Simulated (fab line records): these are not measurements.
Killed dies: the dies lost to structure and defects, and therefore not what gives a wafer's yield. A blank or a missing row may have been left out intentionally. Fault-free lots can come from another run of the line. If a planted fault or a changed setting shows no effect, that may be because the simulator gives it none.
Lot-split experiment / flow gf180mcu / 5 lots, 23 wafers read, on a route of 602 steps

ABOUT THE SPLIT
At GF_TOP_METAL_SPUTTER_02 (material AlCu, target thk 900 nm, time 47.82 s), the setting timeS was moved away from the recipe's 47.82 s on 9 of the 23 wafers read, by -12.6% to +12.0%. This setting was run at the recipe's value on the other wafers.

FROM THE SPLIT TO THE READING: what the file shows between them, 8 steps
- GF_TOP_METAL_SPUTTER_03: material Ti, target thk 5 nm, time 3.3 s
- GF_TOP_METAL_SPUTTER_04: material TiN, target thk 25 nm, time 20.8 s
- GF_TOP_METAL_RS_MEAS_05: measures by four-point-probe
- GF_TOP_METAL_THK_MEAS_06: measures by xrf
- GF_TOP_METAL_EXPOSE_11: exposes mask MetalTop, target cd 440 nm (also split here: doseMj)
- GF_TOP_METAL_PEB_12
- GF_TOP_METAL_DEVELOP_13: develop time 60 s
- GF_TOP_METAL_CD_MEAS_14: target cd 440 nm

THE READING
oesProductAu, in a.u., at GF_TOP_METAL_METAL_ETCH_16 (etches the open film in Cl2/BCl3, stops on SiO2, target depth 1077.5 nm, time 179.6 s). A value of 0.968 a.u. with a standard deviation of 0.006 a.u. is what fault-free wafers of this fab line usually give.

wafer=L080.1; tool, chamber at the split=pvdSputter-03, -; timeS as run, s=49.9; against the recipe=+4.3%; oesProductAu, a.u.=0.979; against lot-mates on the recipe=+0.003
wafer=L080.2; tool, chamber at the split=pvdSputter-03, -; timeS as run, s=49.9; against the recipe=+4.3%; oesProductAu, a.u.=0.999; against lot-mates on the recipe=+0.023
wafer=L080.3; tool, chamber at the split=pvdSputter-03, -; timeS as run, s=47.82; against the recipe=recipe; oesProductAu, a.u.=0.977; against lot-mates on the recipe=-
wafer=L080.5; tool, chamber at the split=pvdSputter-03, -; timeS as run, s=47.82; against the recipe=recipe; oesProductAu, a.u.=0.976; against lot-mates on the recipe=-
wafer=L080.6; tool, chamber at the split=pvdSputter-03, -; timeS as run, s=49.9; against the recipe=+4.3%; oesProductAu, a.u.=0.993; against lot-mates on the recipe=+0.017
wafer=L082.1; tool, chamber at the split=pvdSputter-03, -; timeS as run, s=41.8; against the recipe=-12.6%; oesProductAu, a.u.=0.903; against lot-mates on the recipe=-0.069
wafer=L082.3; tool, chamber at the split=pvdSputter-03, -; timeS as run, s=47.82; against the recipe=recipe; oesProductAu, a.u.=0.971; against lot-mates on the recipe=-
wafer=L082.4; tool, chamber at the split=pvdSputter-03, -; timeS as run, s=41.8; against the recipe=-12.6%; oesProductAu, a.u.=0.896; against lot-mates on the recipe=-0.076
wafer=L082.5; tool, chamber at the split=pvdSputter-03, -; timeS as run, s=47.82; against the recipe=recipe; oesProductAu, a.u.=0.974; against lot-mates on the recipe=-
wafer=L082.6; tool, chamber at the split=pvdSputter-03, -; timeS as run, s=47.82; against the recipe=recipe; oesProductAu, a.u.=0.972; against lot-mates on the recipe=-
wafer=L083.2; tool, chamber at the split=pvdSputter-04, -; timeS as run, s=47.82; against the recipe=recipe; oesProductAu, a.u.=0.965; against lot-mates on the recipe=-
wafer=L083.3; tool, chamber at the split=pvdSputter-04, -; timeS as run, s=53.54; against the recipe=+12.0%; oesProductAu, a.u.=0.984; against lot-mates on the recipe=+0.023
wafer=L083.4; tool, chamber at the split=pvdSputter-04, -; timeS as run, s=47.82; against the recipe=recipe; oesProductAu, a.u.=0.964; against lot-mates on the recipe=-
wafer=L083.5; tool, chamber at the split=pvdSputter-04, -; timeS as run, s=53.54; against the recipe=+12.0%; oesProductAu, a.u.=0.988; against lot-mates on the recipe=+0.027
wafer=L083.6; tool, chamber at the split=pvdSputter-04, -; timeS as run, s=47.82; against the recipe=recipe; oesProductAu, a.u.=0.954; against lot-mates on the recipe=-
wafer=L084.3; tool, chamber at the split=pvdSputter-03, -; timeS as run, s=47.82; against the recipe=recipe; oesProductAu, a.u.=0.972; against lot-mates on the recipe=-
wafer=L084.4; tool, chamber at the split=pvdSputter-03, -; timeS as run, s=47.82; against the recipe=recipe; oesProductAu, a.u.=0.973; against lot-mates on the recipe=-
wafer=L084.6; tool, chamber at the split=pvdSputter-03, -; timeS as run, s=47.82; against the recipe=recipe; oesProductAu, a.u.=0.967; against lot-mates on the recipe=-
wafer=L085.2; tool, chamber at the split=pvdSputter-03, -; timeS as run, s=47.82; against the recipe=recipe; oesProductAu, a.u.=0.970; against lot-mates on the recipe=-
wafer=L085.3; tool, chamber at the split=pvdSputter-03, -; timeS as run, s=47.82; against the recipe=recipe; oesProductAu, a.u.=0.972; against lot-mates on the recipe=-
wafer=L085.4; tool, chamber at the split=pvdSputter-03, -; timeS as run, s=47.82; against the recipe=recipe; oesProductAu, a.u.=0.969; against lot-mates on the recipe=-
wafer=L085.5; tool, chamber at the split=pvdSputter-03, -; timeS as run, s=44.24; against the recipe=-7.5%; oesProductAu, a.u.=0.931; against lot-mates on the recipe=-0.039
wafer=L085.6; tool, chamber at the split=pvdSputter-03, -; timeS as run, s=44.24; against the recipe=-7.5%; oesProductAu, a.u.=0.929; against lot-mates on the recipe=-0.041

THE FIT
A straight line over all 23 wafers: oesProductAu changes by +0.00389 a.u. for each +1% of timeS; r = +0.89; the points scatter about the line by 0.012 a.u.
The same after taking each lot's own level away (the mean of its wafers on the recipe; 23 wafers): +0.00414 a.u. for each +1%; r = +0.93; scatter 0.0097 a.u.
According to that fit, moving timeS by its largest amount changes the reading by 0.052 a.u.
From 0.9610 to 0.9765 a.u.: that is the span of the lots' own levels, equal to 2.6 times the standard deviation above.
So the lot-to-lot level changes the slope little: the two slopes agree.
Check: with one of the wafers moved furthest among these (-12.6%) left out of the fit, the line predicts -0.0536 a.u. for it against its lot-mates. It came out at -0.0693 a.u. against them.

THE OTHER SPLITS THESE WAFERS WENT THROUGH
Other splits were also applied to these wafers ahead of the reading. Each is held against what the fit with the lots' levels taken away leaves over:
other split on the same wafers=GF_TOP_METAL_EXPOSE_11 doseMj; wafers away from the commonest value=9; r with oesProductAu (lot level and that fit taken away)=-0.01

THE WHOLE CHAIN: every reading that the file lists as answering this split, in the file's order
step=GF_TOP_METAL_SPUTTER_02; what it does=material AlCu, target thk 900 nm, time 47.82 s; reading=AlCu_of_TOP_METAL_SPUTTER_02.thkNm (the simulator's own value, which no gauge read); change (the file's fit)=+9.42 nm for each +1% of the setting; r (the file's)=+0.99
step=GF_TOP_METAL_RS_MEAS_05; what it does=measures by four-point-probe; reading=TOP_METAL_ALCU_RS; change (the file's fit)=-0.000353 for each +1% of the setting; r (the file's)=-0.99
step=GF_TOP_METAL_THK_MEAS_06; what it does=measures by xrf; reading=TOP_METAL_ALCU_THK; change (the file's fit)=+9.68 for each +1% of the setting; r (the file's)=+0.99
step=GF_TOP_METAL_METAL_ETCH_16; what it does=etches the open film in Cl2/BCl3, stops on SiO2, target depth 1077.5 nm, time 179.6 s; reading=oesProductAu; change (the file's fit)=+0.00417 a.u. for each +1% of the setting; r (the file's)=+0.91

FILE'S OWN FIT
oesProductAu changes by +0.00417 a.u. for each +1% of timeS, r = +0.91.
